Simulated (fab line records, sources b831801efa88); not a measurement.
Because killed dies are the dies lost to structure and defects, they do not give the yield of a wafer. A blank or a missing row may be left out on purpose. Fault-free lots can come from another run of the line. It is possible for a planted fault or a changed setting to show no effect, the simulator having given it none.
Which of the tools did it? / flow gf180mcu / 39 wafers from 13 lots sampled at 5 of the route's 602 steps

## WHAT EACH GAUGE READ, for each wafer
GF_M4_OVL_MEAS_15. Usual: M4_OVL 0 nm, standard deviation 5.4.
lot=L594; measured=day 23 09:12; on=overlay-01; M4_OVL (nm)=2 -6 2; flag=
lot=L595; measured=day 23 18:44; on=overlay-01; M4_OVL (nm)=-7 -13 -9; flag=
lot=L596; measured=day 24 08:39; on=overlay-01; M4_OVL (nm)=-4 -4 -5; flag=
lot=L599; measured=day 25 12:03; on=overlay-02; M4_OVL (nm)=0 3 7; flag=
lot=L600; measured=day 25 21:07; on=overlay-01; M4_OVL (nm)=-4 -4 -5; flag=
lot=L601; measured=day 26 02:07; on=overlay-02; M4_OVL (nm)=7 2 0; flag=
lot=L604; measured=day 26 22:41; on=overlay-01; M4_OVL (nm)=-2 -2 3; flag=
lot=L606; measured=day 27 19:06; on=overlay-02; M4_OVL (nm)=4 -2 -3; flag=
lot=L607; measured=day 27 21:55; on=overlay-02; M4_OVL (nm)=-6 0 -1; flag=
lot=L608; measured=day 28 02:45; on=overlay-02; M4_OVL (nm)=10 4 2; flag=
lot=L610; measured=day 28 18:34; on=overlay-02; M4_OVL (nm)=2 6 3; flag=
lot=L616; measured=day 30 03:58; on=overlay-02; M4_OVL (nm)=-11 -13 -10; flag=
lot=L617; measured=day 30 14:05; on=overlay-01; M4_OVL (nm)=1 7 2; flag=

GF_V4_CD_MEAS_14: the cd target is 260 nm. Usual: cd_nm 260.2 nm, standard deviation 1.2.
lot=L594; measured=day 24 08:16; on=cd_sem-01; cd_nm (nm)=259.7 259.7 259.9; flag=
lot=L595; measured=day 24 17:48; on=cd_sem-01; cd_nm (nm)=262.2 260.8 261.5; flag=
lot=L596; measured=day 25 08:01; on=cd_sem-02; cd_nm (nm)=259.0 260.5 260.1; flag=
lot=L599; measured=day 26 11:01; on=cd_sem-02; cd_nm (nm)=260.9 262.8 261.9; flag=
lot=L600; measured=day 26 18:59; on=cd_sem-01; cd_nm (nm)=259.9 257.9 259.4; flag=
lot=L601; measured=day 27 00:31; on=cd_sem-02; cd_nm (nm)=261.8 262.2 262.3; flag=
lot=L604; measured=day 27 20:56; on=cd_sem-02; cd_nm (nm)=258.9 260.3 260.6; flag=
lot=L606; measured=day 28 15:41; on=cd_sem-01; cd_nm (nm)=266.4 266.1 267.5; flag=OFF
lot=L607; measured=day 28 19:00; on=cd_sem-02; cd_nm (nm)=269.3 268.6 268.3; flag=OFF
lot=L608; measured=day 28 23:58; on=cd_sem-01; cd_nm (nm)=259.1 259.0 259.9; flag=
lot=L610; measured=day 29 15:18; on=cd_sem-02; cd_nm (nm)=260.9 261.0 258.3; flag=
lot=L616; measured=day 30 23:35; on=cd_sem-02; cd_nm (nm)=259.9 260.6 260.7; flag=
lot=L617; measured=day 31 09:40; on=cd_sem-02; cd_nm (nm)=261.9 261.0 262.2; flag=

GF_V4_OVL_MEAS_15. Usual: V4_OVL 0 nm, standard deviation 4.6.
lot=L594; measured=day 24 08:22; on=overlay-01; V4_OVL (nm)=0 -8 3; flag=
lot=L595; measured=day 24 17:54; on=overlay-02; V4_OVL (nm)=1 11 3; flag=
lot=L596; measured=day 25 08:07; on=overlay-01; V4_OVL (nm)=1 -1 3; flag=
lot=L599; measured=day 26 11:07; on=overlay-02; V4_OVL (nm)=8 2 8; flag=
lot=L600; measured=day 26 19:04; on=overlay-01; V4_OVL (nm)=-3 8 3; flag=
lot=L601; measured=day 27 00:37; on=overlay-01; V4_OVL (nm)=3 5 5; flag=
lot=L604; measured=day 27 21:01; on=overlay-02; V4_OVL (nm)=-5 0 1; flag=
lot=L606; measured=day 28 15:48; on=overlay-01; V4_OVL (nm)=-6 -5 -5; flag=
lot=L607; measured=day 28 19:07; on=overlay-02; V4_OVL (nm)=-2 4 1; flag=
lot=L608; measured=day 29 00:04; on=overlay-02; V4_OVL (nm)=-7 3 2; flag=
lot=L610; measured=day 29 15:25; on=overlay-01; V4_OVL (nm)=1 -4 0; flag=
lot=L616; measured=day 30 23:42; on=overlay-01; V4_OVL (nm)=-1 11 -2; flag=
lot=L617; measured=day 31 09:45; on=overlay-02; V4_OVL (nm)=7 3 4; flag=

## WHICH TOOL RAN EACH LOT (tool, then ch and the chambers of the sampled wafers, then the start)
lot=L594; GF_V4_CVD_02=pecvd-04 ch 0,1,2, day 23 10:01; GF_V4_EXPOSE_11=krf_scanner-01 ch 0, day 23 21:43
lot=L595; GF_V4_CVD_02=pecvd-03 ch 0,2, day 23 19:32; GF_V4_EXPOSE_11=krf_scanner-01 ch 0, day 24 07:36
lot=L596; GF_V4_CVD_02=pecvd-04 ch 1,2, day 24 09:28; GF_V4_EXPOSE_11=krf_scanner-02 ch 0, day 24 21:16
lot=L599; GF_V4_CVD_02=pecvd-02 ch 0,1, day 25 12:52; GF_V4_EXPOSE_11=krf_scanner-01 ch 0, day 26 00:13
lot=L600; GF_V4_CVD_02=pecvd-04 ch 0,2, day 25 21:57; GF_V4_EXPOSE_11=krf_scanner-01 ch 0, day 26 09:02
lot=L601; GF_V4_CVD_02=pecvd-03 ch 0,1,2, day 26 02:58; GF_V4_EXPOSE_11=krf_scanner-02 ch 0, day 26 14:01
lot=L604; GF_V4_CVD_02=pecvd-03 ch 0,2, day 26 23:38; GF_V4_EXPOSE_11=krf_scanner-02 ch 0, day 27 10:37
lot=L606; GF_V4_CVD_02=pecvd-03 ch 1,2, day 27 19:55; GF_V4_EXPOSE_11=krf_scanner-02 ch 0, day 28 06:15
lot=L607; GF_V4_CVD_02=pecvd-02 ch 0,2, day 27 22:44; GF_V4_EXPOSE_11=krf_scanner-02 ch 0, day 28 09:18
lot=L608; GF_V4_CVD_02=pecvd-03 ch 0,1, day 28 03:43; GF_V4_EXPOSE_11=krf_scanner-01 ch 0, day 28 14:32
lot=L610; GF_V4_CVD_02=pecvd-02 ch 0,2, day 28 19:23; GF_V4_EXPOSE_11=krf_scanner-01 ch 0, day 29 05:56
lot=L616; GF_V4_CVD_02=pecvd-04 ch 1,2, day 30 04:46; GF_V4_EXPOSE_11=krf_scanner-01 ch 0, day 30 14:44
lot=L617; GF_V4_CVD_02=pecvd-03 ch 1,2, day 30 14:53; GF_V4_EXPOSE_11=krf_scanner-01 ch 0, day 31 00:40
- GF_V4_CVD_02: deposits SiO2 from TEOS, target thk 850 nm, time 94.851 s.
- GF_V4_EXPOSE_11: exposes mask Via4, target cd 260 nm.

## WHAT THE TOOLS THEMSELVES READ (means of the sampled wafers that have a number; where no wafer has one, the mark that the record gives instead)
GF_V4_CVD_02. Usual: heater_power_w 643 W, standard deviation 91.
lot=L594; tool=pecvd-04; heater_power_w (W)=608; flag=
lot=L595; tool=pecvd-03; heater_power_w (W)=652; flag=
lot=L596; tool=pecvd-04; heater_power_w (W)=689; flag=
lot=L599; tool=pecvd-02; heater_power_w (W)=693; flag=
lot=L600; tool=pecvd-04; heater_power_w (W)=566; flag=
lot=L601; tool=pecvd-03; heater_power_w (W)=621; flag=
lot=L604; tool=pecvd-03; heater_power_w (W)=688; flag=
lot=L606; tool=pecvd-03; heater_power_w (W)=653; flag=
lot=L607; tool=pecvd-02; heater_power_w (W)=661; flag=
lot=L608; tool=pecvd-03; heater_power_w (W)=655; flag=
lot=L610; tool=pecvd-02; heater_power_w (W)=662; flag=
lot=L616; tool=pecvd-04; heater_power_w (W)=672; flag=
lot=L617; tool=pecvd-03; heater_power_w (W)=603; flag=

GF_V4_EXPOSE_11. Usual: exposure_dose_mJ_cm2 38.01, standard deviation 0.037.
lot=L594 tool=krf_scanner-01 exposure_dose_mJ_cm2=38.03 flag=
lot=L595 tool=krf_scanner-01 exposure_dose_mJ_cm2=38.00 flag=
lot=L596 tool=krf_scanner-02 exposure_dose_mJ_cm2=38.01 flag=
lot=L599 tool=krf_scanner-01 exposure_dose_mJ_cm2=38.01 flag=
lot=L600 tool=krf_scanner-01 exposure_dose_mJ_cm2=37.94 flag=
lot=L601 tool=krf_scanner-02 exposure_dose_mJ_cm2=38.02 flag=
lot=L604 tool=krf_scanner-02 exposure_dose_mJ_cm2=37.99 flag=
lot=L606 tool=krf_scanner-02 exposure_dose_mJ_cm2=39.91 flag=OFF
lot=L607 tool=krf_scanner-02 exposure_dose_mJ_cm2=39.94 flag=OFF
lot=L608 tool=krf_scanner-01 exposure_dose_mJ_cm2=37.97 flag=
lot=L610 tool=krf_scanner-01 exposure_dose_mJ_cm2=38.00 flag=
lot=L616 tool=krf_scanner-01 exposure_dose_mJ_cm2=38.04 flag=
lot=L617 tool=krf_scanner-01 exposure_dose_mJ_cm2=38.02 flag=

## THE ANSWER, worked out from the rows above alone
Rule: take the mean of a lot's wafers that have a number; if it is more than 3 standard deviations from the usual mean, the lot is off. A lot without any number at a reading at which 4 lots or more have one is off too. Where the step has rows for the other lots, those lots are counted as sound. The gauges are gone through in route order, then the tools' own readings, and for those a lot's mean is taken as printed above. At the first step where some lot is off, the reading lying furthest off is the one used; lots without a number count as furthest.
Off at GF_V4_CD_MEAS_14 (cd_nm): L606, L607.
A tool fits if, at a process step before that reading, it ran every lot that is off, and no sound lot after the first of them. The gauges at GF_V4_CD_MEAS_14 aren't tried: what is off there is off at GF_V4_EXPOSE_11 too, on other tools, and a gauge's error can't cause that. One fits: krf_scanner-02 at GF_V4_EXPOSE_11. Its last sound lot is L604 (day 27 10:37), its first lot that is off L606 (day 28 06:15): a fault that began between those two fits.
On the lots that are off, the tool's own readings at GF_V4_EXPOSE_11 differ by more than 5 times the standard deviation of the sound lots' means, which bears it out; exposure_dose_mJ_cm2 reads 39.92 there versus 38.00 on the sound lots.

## WHAT THE SIMULATOR HAD INSERTED
Process parameter drift: krf_scanner-02, from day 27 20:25 on, at GF_V4_EXPOSE_11. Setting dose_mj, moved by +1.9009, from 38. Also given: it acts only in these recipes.
Lots struck among those shown: L606, L607. The same result came from the rule above.
